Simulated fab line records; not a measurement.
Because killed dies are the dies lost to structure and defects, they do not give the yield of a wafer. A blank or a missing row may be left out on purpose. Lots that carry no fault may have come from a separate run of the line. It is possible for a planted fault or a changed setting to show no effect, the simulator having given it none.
Problem report in the 8D (eight disciplines) form, filled by code / flow gf180mcu / the parts of the form that need people (team, actions taken, sign-off) are left out

== 1. THE PROBLEM ==
At GF_SAB_WET_ETCH_12, temp c averages 15.95 C over 6 wafers from 2 lots, while fault-free wafers read 24.99 C, standard deviation 0.096. Relative to the usual mean, that is a shift of -94 standard deviations.
The step: etches SiO2 in dHF, target depth 22 nm, time 440 s.
Earliest sighting: wafer L979.1 on wet bench-02 at day 16 17:31. The record has a number at this step for 18 wafers belonging to 6 lots. The rule behind "out" and "out of limits": a value lying over 4 standard deviations away from the usual mean. The rest of the wafers with a number are treated as sound.

== 2. WHAT IT IS, WHAT IT ISN'T ==
question=which readings at this step | is=temp c, bath heat duty pct | is not=-
question=which lots | is=L979, L981 | is not=L976, L977, L991, L992
question=which wafers of those lots | is=all that have a number | is not=-
question=read on which tools | is=wet bench-02 | is not=wet bench-01, wet bench-03
question=when | is=from day 16 17:31 | is not=up to then (6 sound wafers); but 6 sound wafers of L991, L992 came after

== 3. SUSPECTS, AND WHAT RULES EACH OUT ==
Counting: a tool at a process step up to the reading stays a suspect if it ran every lot that is out and no sound lot after the first of them.
- wet bench-02 at GF_SAB_WET_ETCH_12 (etches SiO2 in dHF, target depth 22 nm, time 440 s): kept. It processed each lot that is out, first L979 at day 16 17:31, and no sound lot thereafter; up to then, the last sound lot it processed was L977 at day 15 23:43. On those wafers its own readings are out: bath heat duty pct, temp c.
Remaining after the count: wet bench-02 at GF_SAB_WET_ETCH_12.

== 4. THE CAUSE (what the simulator had put in) ==
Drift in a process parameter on wet bench-02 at GF_SAB_WET_ETCH_12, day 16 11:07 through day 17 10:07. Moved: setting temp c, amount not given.
This tool alone remained once counting was done.

== 5. THE EFFECT CHAIN, in route order ==
Each row: a reading where the mean over the struck wafers with a number is more than 3 standard deviations away from the usual. Only readings for which the record gives a usual standard deviation are gone through. hours: the time from each lot's start at the first step in this table that gives one to its start at this step, as a median over the lots. sigmas: the change in usual standard deviations.
hours=0; step=GF_SAB_WET_ETCH_12; reading=bath heat duty pct; usual=6.1 %; on struck wafers=0.0; change=-6.1; sigmas=-8.7
hours=0; step=GF_SAB_WET_ETCH_12; reading=temp c; usual=24.99 C; on struck wafers=15.95; change=-9.04; sigmas=-94
Here are the process steps it includes:
- GF_SAB_WET_ETCH_12: etches SiO2 in dHF, target depth 22 nm, time 440 s.

== 6. HOW IT WOULD HAVE BEEN CAUGHT EARLIER ==
In this record the first reading out of limits was taken at day 16 17:31, 6 hours after the fault began at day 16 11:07.
